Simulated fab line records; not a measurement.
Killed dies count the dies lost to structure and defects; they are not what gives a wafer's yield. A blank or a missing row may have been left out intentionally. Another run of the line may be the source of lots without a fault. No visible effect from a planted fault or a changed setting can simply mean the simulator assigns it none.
Which tool is to blame? :: flow gf180mcu :: 13 lots, 39 wafers sampled, at 3 steps of a route of 602

== WHAT THE GAUGES SHOWED, per wafer ==
GF_V4_OVL_MEAS_15. Usual: V4_OVL typically reads 0 nm, with standard deviation 5.5.
lot: L367
measured: day 25 19:35
on: overlay-01
V4_OVL (nm): 1 2 -2
flag: 

lot: L366
measured: day 25 22:59
on: overlay-01
V4_OVL (nm): -3 7 4
flag: 

lot: L369
measured: day 26 17:08
on: overlay-02
V4_OVL (nm): -1 -3 -6
flag: 

lot: L370
measured: day 27 03:11
on: overlay-01
V4_OVL (nm): 0 -7 -6
flag: 

lot: L372
measured: day 27 10:32
on: overlay-01
V4_OVL (nm): -1 0 -3
flag: 

lot: L371
measured: day 27 12:59
on: overlay-02
V4_OVL (nm): 2 -7 -3
flag: 

lot: L374
measured: day 28 03:44
on: overlay-02
V4_OVL (nm): -8 0 -6
flag: 

lot: L375
measured: day 28 07:08
on: overlay-01
V4_OVL (nm): 2 1 7
flag: 

lot: L376
measured: day 28 14:29
on: overlay-02
V4_OVL (nm): -3 -3 -5
flag: 

lot: L377
measured: day 28 19:53
on: overlay-01
V4_OVL (nm): 0 -11 -4
flag: 

lot: L378
measured: day 29 01:11
on: overlay-02
V4_OVL (nm): 5 3 3
flag: 

lot: L379
measured: day 29 05:32
on: overlay-01
V4_OVL (nm): 10 7 14
flag: 

lot: L386
measured: day 31 09:14
on: overlay-02
V4_OVL (nm): 6 -5 -4
flag: 

== EACH LOT AND THE TOOL THAT RAN IT (in order: tool; ch and the chambers of the sampled wafers; start) ==
lot: L367
GF_V3_SPUTTER_22: pvd-sputter-04, day 23 22:51
GF_V4_CVD_02: pecvd-04 ch 0,2, day 24 22:04

lot: L366
GF_V3_SPUTTER_22: pvd-sputter-04, day 24 00:16
GF_V4_CVD_02: pecvd-01 ch 0,1,2, day 25 00:31

lot: L369
GF_V3_SPUTTER_22: pvd-sputter-03, day 24 20:24
GF_V4_CVD_02: pecvd-04 ch 1,2, day 25 19:26

lot: L370
GF_V3_SPUTTER_22: pvd-sputter-04, day 25 07:08
GF_V4_CVD_02: pecvd-04 ch 0,2, day 26 05:36

lot: L372
GF_V3_SPUTTER_22: pvd-sputter-04, day 25 14:21
GF_V4_CVD_02: pecvd-01 ch 0,1, day 26 13:39

lot: L371
GF_V3_SPUTTER_22: pvd-sputter-01, day 25 16:59
GF_V4_CVD_02: pecvd-01 ch 1,2, day 26 15:47

lot: L374
GF_V3_SPUTTER_22: pvd-sputter-03, day 26 09:21
GF_V4_CVD_02: pecvd-04 ch 0,1,2, day 27 07:11

lot: L375
GF_V3_SPUTTER_22: pvd-sputter-03, day 26 11:35
GF_V4_CVD_02: pecvd-04 ch 0,2, day 27 09:57

lot: L376
GF_V3_SPUTTER_22: pvd-sputter-04, day 26 20:15
GF_V4_CVD_02: pecvd-01 ch 0,1,2, day 27 18:43

lot: L377
GF_V3_SPUTTER_22: pvd-sputter-04, day 27 02:07
GF_V4_CVD_02: pecvd-01 ch 1,2, day 28 00:08

lot: L378
GF_V3_SPUTTER_22: pvd-sputter-01, day 27 07:39
GF_V4_CVD_02: pecvd-03 ch 0,1, day 28 05:23

lot: L379
GF_V3_SPUTTER_22: pvd-sputter-04, day 27 11:41
GF_V4_CVD_02: pecvd-04 ch 1,2, day 28 09:35

lot: L386
GF_V3_SPUTTER_22: pvd-sputter-03, day 29 18:05
GF_V4_CVD_02: pecvd-03 ch 0,1,2, day 30 14:50
- GF_V3_SPUTTER_22: material TiN, target thk 10 nm, time 40 s.
- GF_V4_CVD_02: deposits SiO2 from TEOS, target thk 850 nm, time 94.851 s.

== AS READ BY THE TOOLS THEMSELVES (means over the sampled wafers that have a number; for cases with no such wafer, the mark the record gives instead) ==
GF_V3_SPUTTER_22. Usual: chamber-pressure-pa 4.999 Pa, standard deviation 0.011; throttle-valve-pct 30.0 %, standard deviation 1.1.
lot: L367
tool: pvd-sputter-04
chamber-pressure-pa (Pa): 5.010
throttle-valve-pct (%): 30.4
flag: 

lot: L366
tool: pvd-sputter-04
chamber-pressure-pa (Pa): 5.010
throttle-valve-pct (%): 30.8
flag: 

lot: L369
tool: pvd-sputter-03
chamber-pressure-pa (Pa): 4.998
throttle-valve-pct (%): 29.6
flag: 

lot: L370
tool: pvd-sputter-04
chamber-pressure-pa (Pa): 5.000
throttle-valve-pct (%): 30.0
flag: 

lot: L372
tool: pvd-sputter-04
chamber-pressure-pa (Pa): 4.997
throttle-valve-pct (%): 29.9
flag: 

lot: L371
tool: pvd-sputter-01
chamber-pressure-pa (Pa): 5.005
throttle-valve-pct (%): 29.7
flag: 

lot: L374
tool: pvd-sputter-03
chamber-pressure-pa (Pa): 4.997
throttle-valve-pct (%): 29.7
flag: 

lot: L375
tool: pvd-sputter-03
chamber-pressure-pa (Pa): 5.008
throttle-valve-pct (%): 29.7
flag: 

lot: L376
tool: pvd-sputter-04
chamber-pressure-pa (Pa): 4.987
throttle-valve-pct (%): 30.5
flag: 

lot: L377
tool: pvd-sputter-04
chamber-pressure-pa (Pa): 4.995
throttle-valve-pct (%): 30.5
flag: 

lot: L378
tool: pvd-sputter-01
chamber-pressure-pa (Pa): 5.006
throttle-valve-pct (%): 31.3
flag: 

lot: L379
tool: pvd-sputter-04
chamber-pressure-pa (Pa): 4.997
throttle-valve-pct (%): 29.8
flag: 

lot: L386
tool: pvd-sputter-03
chamber-pressure-pa (Pa): 4.998
throttle-valve-pct (%): 29.3
flag: 

GF_V4_CVD_02. Usual: heater-power-w 642 W, standard deviation 95.
lot: L367
tool: pecvd-04
heater-power-w (W): 680
flag: 

lot: L366
tool: pecvd-01
heater-power-w (W): 639
flag: 

lot: L369
tool: pecvd-04
heater-power-w (W): 732
flag: 

lot: L370
tool: pecvd-04
heater-power-w (W): 726
flag: 

lot: L372
tool: pecvd-01
heater-power-w (W): 629
flag: 

lot: L371
tool: pecvd-01
heater-power-w (W): 659
flag: 

lot: L374
tool: pecvd-04
heater-power-w (W): 694
flag: 

lot: L375
tool: pecvd-04
heater-power-w (W): 750
flag: 

lot: L376
tool: pecvd-01
heater-power-w (W): 671
flag: 

lot: L377
tool: pecvd-01
heater-power-w (W): 627
flag: 

lot: L378
tool: pecvd-03
heater-power-w (W): 603
flag: 

lot: L379
tool: pecvd-04
heater-power-w (W): 597
flag: 

lot: L386
tool: pecvd-03
heater-power-w (W): 606
flag: 

== THE ANSWER, worked out from the rows above alone ==
Rule: a lot is off if the mean of its wafers that have a number lies more than 3 standard deviations from the usual mean. Also off: a lot with no number at a reading for which 4 or more lots have one. All remaining lots with rows at the step are treated as sound. The gauges are gone through in route order, then the tools' own readings, and for those a lot's mean is taken as printed above. At the first step where some lot is off, the reading lying furthest off is the one used; lots without a number count as furthest.
No lot is off on any of the readings shown, so nothing can be concluded from this.

== WHAT HAD BEEN PUT IN BY THE SIMULATOR ==
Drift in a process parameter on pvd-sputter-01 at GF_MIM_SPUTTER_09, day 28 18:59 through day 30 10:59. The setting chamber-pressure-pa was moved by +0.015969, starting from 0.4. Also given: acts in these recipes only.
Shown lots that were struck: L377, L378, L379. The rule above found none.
